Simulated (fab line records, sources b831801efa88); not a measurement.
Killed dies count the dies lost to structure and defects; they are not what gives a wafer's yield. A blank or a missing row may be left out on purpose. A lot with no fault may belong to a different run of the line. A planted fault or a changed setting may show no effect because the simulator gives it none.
The same fault as seen by 2 desks || flow gf180mcu || what lay behind the numbers comes last; until then each desk has only its own

== METROLOGY DESK ==
What the gauges read for every lot (on any tool): the sampled wafers with a number, averaged. The brackets show how far a lot's mean lies from the usual mean; more than 4 standard deviations puts the lot out of limits, marked OUT.
Columns: A = M2_ALCU_THK at GF_M2_THK_MEAS_06, usual 451 nm; B = V2_CVD_00_THK at GF_V2_THK_MEAS_01, usual 602 nm
{"lot": "L631", "first seen here": "day 18 04:50", "A": 452, "B": 594}
{"lot": "L633", "first seen here": "day 18 18:54", "A": 453, "B": 607}
{"lot": "L634", "first seen here": "day 19 05:26", "A": 455, "B": 589}
{"lot": "L635", "first seen here": "day 19 13:14", "A": 448, "B": 607}
{"lot": "L636", "first seen here": "day 19 21:13", "A": 450, "B": 592}
{"lot": "L639", "first seen here": "day 21 00:04", "A": 451, "B": 606}
{"lot": "L641", "first seen here": "day 22 07:31", "A": 440, "B": 609}
{"lot": "L643", "first seen here": "day 22 23:30", "A": 448, "B": 604}
{"lot": "L644", "first seen here": "day 23 04:52", "A": 451, "B": 596}
{"lot": "L650", "first seen here": "day 24 23:22", "A": 453, "B": 601}
{"lot": "L651", "first seen here": "day 25 05:33", "A": 458, "B": 603}
{"lot": "L653", "first seen here": "day 25 23:58", "A": 447, "B": 593}
{"lot": "L652", "first seen here": "day 26 00:18", "A": 455, "B": 606}
{"lot": "L654", "first seen here": "day 26 09:59", "A": 453, "B": 609}
Finding of this desk: none of the 14 lots has anything out of limits.

== THE TOOL OWNER'S DESK: wet-bench-04 ==
The tool's own readings at GF_CONTACT_CLEAN_21 (cleans in dHF, time 20 s): means of the sampled wafers that have a number, for each lot that ran on this tool. The brackets show how far a lot's mean lies from the usual mean; more than 4 standard deviations puts the lot out of limits, marked OUT.
Columns: A = run-length-s at GF_CONTACT_CLEAN_21, usual 49.2 s
{"lot": "L631", "first seen here": "day 16 02:50", "A": 51.5}
{"lot": "L636", "first seen here": "day 17 16:14", "A": 47.7}
{"lot": "L639", "first seen here": "day 18 19:13", "A": 47.2}
{"lot": "L641", "first seen here": "day 20 03:21", "A": 47.7}
{"lot": "L643", "first seen here": "day 20 20:19", "A": "33.2 (-6.2) OUT"}
{"lot": "L644", "first seen here": "day 21 01:47", "A": "32.6 (-6.4) OUT"}
{"lot": "L653", "first seen here": "day 24 00:17", "A": 47.4}
This desk's verdict: out of limits on L643, L644, starting with L643 at day 20 20:19 (run-length-s at GF_CONTACT_CLEAN_21). L631, L636, L639, L641, L653: within limits.

== PUT TOGETHER ==
An alarm could have come from the tool owner's desk at day 20 20:19, on L643, L644.
From the metrology desk's view, nothing was out of limits.
The metrology desk holds a record of L643, L644, inside its limits.
On wet-bench-04, each named lot ran GF_CONTACT_CLEAN_21.

== WHAT THE SIMULATOR HAD INSERTED ==
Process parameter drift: wet-bench-04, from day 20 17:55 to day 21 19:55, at GF_CONTACT_CLEAN_21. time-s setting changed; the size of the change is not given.
Struck lots among those shown: L643, L644.
Hours from the fault's start to each desk's first reading out of limits: the tool owner's desk, 2.
